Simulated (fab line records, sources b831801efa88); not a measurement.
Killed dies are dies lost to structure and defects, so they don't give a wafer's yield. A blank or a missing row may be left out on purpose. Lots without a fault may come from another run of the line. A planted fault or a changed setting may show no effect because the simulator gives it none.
Which tool did it? | flow sky130 | 11 lots, 32 wafers sampled, at 5 steps of a route of 708

WHAT THE GAUGES READ, wafer by wafer
SKY_LI_CONTACT_THK_MEAS_01.
lot  | measured     | on            | LI_CONTACT_HDPCVD_THK (nm)
L253 | day 28 21:37 | film_metro-04 | 934 437
L254 | day 29 06:52 | film_metro-04 | 923 911 423
L255 | day 29 20:16 | film_metro-02 | 942 444 945
L263 | day 32 08:05 | film_metro-02 | 928 935 925
L266 | day 33 05:12 | film_metro-03 | 926 918 940
L267 | day 33 17:00 | film_metro-02 | 927 932 928
L269 | day 34 07:37 | film_metro-02 | 940 935 929
L270 | day 34 12:04 | film_metro-03 | 923 916 915
L271 | day 35 06:44 | film_metro-03 | 929 923 924
L272 | day 35 08:38 | film_metro-04 | 925 921 923
L273 | day 35 14:25 | film_metro-03 | 920 925 936

WHICH TOOL RAN EACH LOT (tool, then ch and the chambers of the sampled wafers, then the start)
lot  | SKY_POLY_CUT_ETCH_10               | SKY_POLY_CUT_ETCH_11               | SKY_SD_P_STRIP_10                    | SKY_LI_CONTACT_HDPCVD_00
L253 | rie_diel-04 ch 0,1, day 25 05:07   | rie_diel-04 ch 0,1, day 25 05:09   | plasma_asher-02 ch 0, day 26 10:31   | hdpcvd-02 ch 0,1, day 28 21:30
L254 | rie_diel-03 ch 1,2, day 25 14:55   | rie_diel-03 ch 1,2, day 25 14:57   | plasma_asher-01 ch 0,1, day 26 19:55 | hdpcvd-02 ch 1,2, day 29 06:45
L255 | rie_diel-03 ch 0,1,2, day 26 04:43 | rie_diel-03 ch 0,1,2, day 26 04:45 | plasma_asher-02 ch 0,1, day 27 10:16 | hdpcvd-02 ch 0,2, day 29 20:10
L263 | rie_diel-04 ch 0,2, day 28 19:34   | rie_diel-04 ch 0,2, day 28 19:36   | plasma_asher-02 ch 0,1, day 29 23:49 | hdpcvd-01 ch 0,1,2, day 32 07:59
L266 | rie_diel-04 ch 0,2,3, day 29 16:20 | rie_diel-04 ch 0,2,3, day 29 16:23 | plasma_asher-04 ch 0,1, day 30 20:49 | hdpcvd-02 ch 0,1,2, day 33 05:05
L267 | rie_diel-03 ch 2,3, day 30 06:16   | rie_diel-03 ch 2,3, day 30 06:18   | plasma_asher-02 ch 0,1, day 31 10:37 | hdpcvd-02 ch 0,1,2, day 33 16:54
L269 | rie_diel-04 ch 1,3, day 30 21:32   | rie_diel-04 ch 1,3, day 30 21:35   | plasma_asher-01 ch 0,1, day 32 01:10 | hdpcvd-02 ch 1,2, day 34 07:31
L270 | rie_diel-04 ch 0,1,3, day 31 03:41 | rie_diel-04 ch 0,1,3, day 31 03:44 | plasma_asher-04 ch 0,1, day 32 06:46 | hdpcvd-02 ch 0,2, day 34 11:58
L271 | rie_diel-02 ch 1,3, day 31 21:16   | rie_diel-02 ch 1,3, day 31 21:18   | plasma_asher-01 ch 0, day 33 00:28   | hdpcvd-01 ch 0,1, day 35 06:38
L272 | rie_diel-03 ch 1,2, day 31 22:53   | rie_diel-03 ch 1,2, day 31 22:56   | plasma_asher-04 ch 0,1, day 33 01:24 | hdpcvd-01 ch 1,2, day 35 08:30
L273 | rie_diel-03 ch 0,2,3, day 32 06:52 | rie_diel-03 ch 0,2,3, day 32 06:55 | plasma_asher-04 ch 1, day 33 09:19   | hdpcvd-01 ch 1,2, day 35 14:19
- SKY_POLY_CUT_ETCH_10: etches BARC in N2/H2, stops on SiO2, time 45.9 s, target depth 60 nm.
- SKY_POLY_CUT_ETCH_11: etches Si3N4 in CF4/CH2F2/Ar, stops on poly-Si, time 42.5 s, target depth 60 nm.
- SKY_SD_P_STRIP_10: strips in O2/N2.
- SKY_LI_CONTACT_HDPCVD_00: deposits PSG, target thk 930 nm, time 155 s.

WHAT THE TOOLS THEMSELVES READ (means of the sampled wafers that have a number; where no wafer has one, the mark that the record gives instead)
SKY_POLY_CUT_ETCH_10.
lot  | tool        | drypump_motor_current_A (A) | oes_product_au (a.u.) | throttle_valve_pct (%)
L253 | rie_diel-04 | 5.9                         | 0.855                 | 13.212
L254 | rie_diel-03 | 5.5                         | 0.850                 | 13.227
L255 | rie_diel-03 | 5.3                         | 0.857                 | 13.228
L263 | rie_diel-04 | 5.5                         | 0.848                 | 13.229
L266 | rie_diel-04 | 5.7                         | 0.859                 | 13.226
L267 | rie_diel-03 | 5.8                         | 0.854                 | 13.221
L269 | rie_diel-04 | 6.0                         | 0.854                 | 13.228
L270 | rie_diel-04 | 5.9                         | 0.857                 | 13.216
L271 | rie_diel-02 | 5.4                         | 0.852                 | 13.219
L272 | rie_diel-03 | 5.1                         | 0.856                 | 13.226
L273 | rie_diel-03 | 5.6                         | 0.852                 | 13.213

SKY_POLY_CUT_ETCH_11.
lot  | tool        | drypump_motor_current_A (A) | oes_product_au (a.u.) | throttle_valve_pct (%)
L253 | rie_diel-04 | 5.9                         | 0.837                 | 15.002
L254 | rie_diel-03 | 5.5                         | 0.828                 | 14.995
L255 | rie_diel-03 | 5.2                         | 0.829                 | 14.998
L263 | rie_diel-04 | 5.5                         | 0.829                 | 14.995
L266 | rie_diel-04 | 5.8                         | 0.833                 | 14.999
L267 | rie_diel-03 | 5.9                         | 0.829                 | 14.989
L269 | rie_diel-04 | 6.0                         | 0.826                 | 14.988
L270 | rie_diel-04 | 5.9                         | 0.830                 | 14.986
L271 | rie_diel-02 | 5.4                         | 0.828                 | 15.002
L272 | rie_diel-03 | 5.1                         | 0.836                 | 14.987
L273 | rie_diel-03 | 5.6                         | 0.835                 | 14.996

SKY_SD_P_STRIP_10.
lot  | tool            | drypump_motor_current_A (A) | oes_product_au (a.u.) | strip_time_to_endpoint_s (s)
L253 | plasma_asher-02 | 6.0                         | 0.619                 | 17.48
L254 | plasma_asher-01 | 5.5                         | 0.619                 | 17.48
L255 | plasma_asher-02 | 5.6                         | 0.615                 | 17.48
L263 | plasma_asher-02 | 5.6                         | 0.614                 | 17.48
L266 | plasma_asher-04 | 5.4                         | 0.618                 | 17.53
L267 | plasma_asher-02 | 5.6                         | 0.619                 | 17.51
L269 | plasma_asher-01 | 5.8                         | 0.620                 | 17.42
L270 | plasma_asher-04 | 5.4                         | 0.620                 | 17.51
L271 | plasma_asher-01 | 5.2                         | 0.621                 | 17.48
L272 | plasma_asher-04 | 5.4                         | 0.620                 | 17.47
L273 | plasma_asher-04 | 5.0                         | 0.616                 | 17.56

THE ANSWER, worked out from the rows above alone
Rule: what is usual is taken from the lots themselves. Put in order of their means at a reading, lots are off if they are a third of the lots or fewer, leave a main group of 4 or more, and stand apart from it by a gap of 3 or more times the standard deviation of the main group's means; of several such gaps the widest counts. A main group whose means are all the same, to the digits that the tables above print for the reading, isn't used. A lot without any number at a reading at which 4 lots or more have one is off too. The other lots that the step has rows for count as sound. The gauges are gone through in route order, then the tools' own readings, and for those a lot's mean is taken as printed above. The first step at which some lot is off is used, and at that step the reading that is off furthest; a lot without a number counts as furthest.
Off: L253, L254, L255, at SKY_LI_CONTACT_THK_MEAS_01 (LI_CONTACT_HDPCVD_THK). The main group: mean 927 nm, standard deviation 4.6.
A tool fits if, at a process step before that reading, it ran every lot that is off, and no sound lot after the first of them. The gauges at SKY_LI_CONTACT_THK_MEAS_01 are tried like those tools. None of those tried fits.

WHAT THE SIMULATOR HAD PUT IN
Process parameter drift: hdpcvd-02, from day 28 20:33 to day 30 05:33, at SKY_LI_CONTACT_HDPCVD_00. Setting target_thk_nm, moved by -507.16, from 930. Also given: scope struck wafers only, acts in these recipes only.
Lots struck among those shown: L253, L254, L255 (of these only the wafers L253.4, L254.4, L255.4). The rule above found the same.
